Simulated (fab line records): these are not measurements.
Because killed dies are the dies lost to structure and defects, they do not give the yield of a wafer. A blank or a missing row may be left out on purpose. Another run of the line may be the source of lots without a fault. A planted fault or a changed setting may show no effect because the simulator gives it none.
Problem report in the 8D (eight disciplines) form, filled by code || flow sky130 || the parts of the form that need people (team, actions taken, sign-off) are left out

## 1. WHAT IS WRONG
LI_CONTACT_W_RS at SKY_LI_CONTACT_RS_MEAS_22 reads a mean of 0.215 ohm/sq on 4 wafers of 2 lots; wafers without a fault read 0.286 ohm/sq with a standard deviation of 0.0041. That is -17 standard deviations from the usual mean.
The step: measures by four-point-probe.
The first sign was on wafer L137.1 at day 32 03:04, on film-metro-02. The record has a number at this step for 33 wafers belonging to 11 lots. By rule, "out" or "out of limits" means more than 4 standard deviations away from the usual mean. The other wafers with a number count as sound.

## 2. WHAT IT IS; WHAT IT IS NOT
{"question": "which readings at this step", "is": "LI_CONTACT_W_RS", "is not": "-"}
{"question": "which lots", "is": "L137, L139", "is not": "L129, L130, L135, L141, L148, L149, L150, L151, L152"}
{"question": "which wafers of those lots", "is": "L137.1, L137.6, L139.4, L139.6", "is not": "L137.2, L139.1"}
{"question": "read on which gauges", "is": "film-metro-02", "is not": "film-metro-01, film-metro-04"}
{"question": "when", "is": "from day 32 03:04", "is not": "up to then (10 sound wafers); but 19 sound wafers of L139, L141, L148, L149, L150, L151, L152 came after"}

## 3. WHAT RULES OUT EACH SUSPECT
Counting: a tool at a process step up to the reading stays a suspect if it ran every lot that is out. Sound lots after the first of them don't rule it out here, since some wafers of a struck lot are sound.
- ruled out: the gauge at SKY_LI_CONTACT_RS_MEAS_22. All the wafers that are out were read on film-metro-02, but those of them that SKY_LI_CONTACT_CMP_24 has rows for are out there too, on other tools.
- rie-diel-03 at SKY_LI_CONTACT_ETCH_15 (etches PSG in C4F8/O2/Ar, stops on Si, target depth 600 nm): kept. Every lot that is out went through it, the first being L137 (day 32 02:25); the last sound lot it ran before that was L130 (day 29 07:42).
- cvd-w-01 at SKY_LI_CONTACT_CVD_21 (deposits W, target thk 400 nm, time 120.56 s): kept. Every lot that is out went through it, the first being L137 (day 32 02:56); the last sound lot it ran before that was L135 (day 31 08:49).
- Within cvd-w-01 at SKY_LI_CONTACT_CVD_21, the wafers that are out were processed in chamber 0 and their sound lot-mates in chamber 1.
Left after counting: rie-diel-03 at SKY_LI_CONTACT_ETCH_15, cvd-w-01 at SKY_LI_CONTACT_CVD_21.

## 4. THE CAUSE (what the simulator had put in)
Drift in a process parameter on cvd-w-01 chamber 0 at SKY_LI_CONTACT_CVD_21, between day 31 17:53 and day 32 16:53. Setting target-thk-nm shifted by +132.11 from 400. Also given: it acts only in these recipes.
This tool is one of the 2 suspects left after counting.

## 5. THE CHAIN OF EFFECTS, in route order
One row per reading whose mean, taken over the struck wafers that have a number, lies over 3 standard deviations from the usual. Only readings whose record carries a usual standard deviation are examined. hours: median over the lots of the time between each lot's start at the first step of this table that gives one and its start at this step. sigmas: the change, counted in usual standard deviations.
{"hours": 0, "step": "SKY_LI_CONTACT_RS_MEAS_22", "reading": "LI_CONTACT_W_RS", "usual": "0.286 ohm/sq", "on struck wafers": 0.215, "change": -0.071, "sigmas": -17}
{"hours": 0, "step": "SKY_LI_CONTACT_THK_MEAS_23", "reading": "LI_CONTACT_W_THK", "usual": "407 nm", "on struck wafers": 548, "change": "+141", "sigmas": "+20"}
{"hours": 0, "step": "SKY_LI_CONTACT_CMP_24", "reading": "time-to-endpoint-s", "usual": "95 s", "on struck wafers": 122, "change": "+27", "sigmas": "+7.1"}
It contains these process steps:
- SKY_LI_CONTACT_CMP_24: polishes, stops on PSG, t overpolish 20 s, target thk 0 nm.

## 6. HOW IT WOULD HAVE BEEN CAUGHT EARLIER
The first out-of-limits reading at a measuring or inspecting step in this record came at day 32 03:04, 9 hours after the fault's start at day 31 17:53.
Tool readings at SKY_LI_CONTACT_CVD_21 with a usual standard deviation given in the record: none out on any struck wafer, hence no alarm at a limit of 4 standard deviations on them.
Lots out: 2; of these, L139 started SKY_LI_CONTACT_CVD_21 on cvd-w-01 after day 32 03:04. Had the tool been put on hold then, it would have been spared.
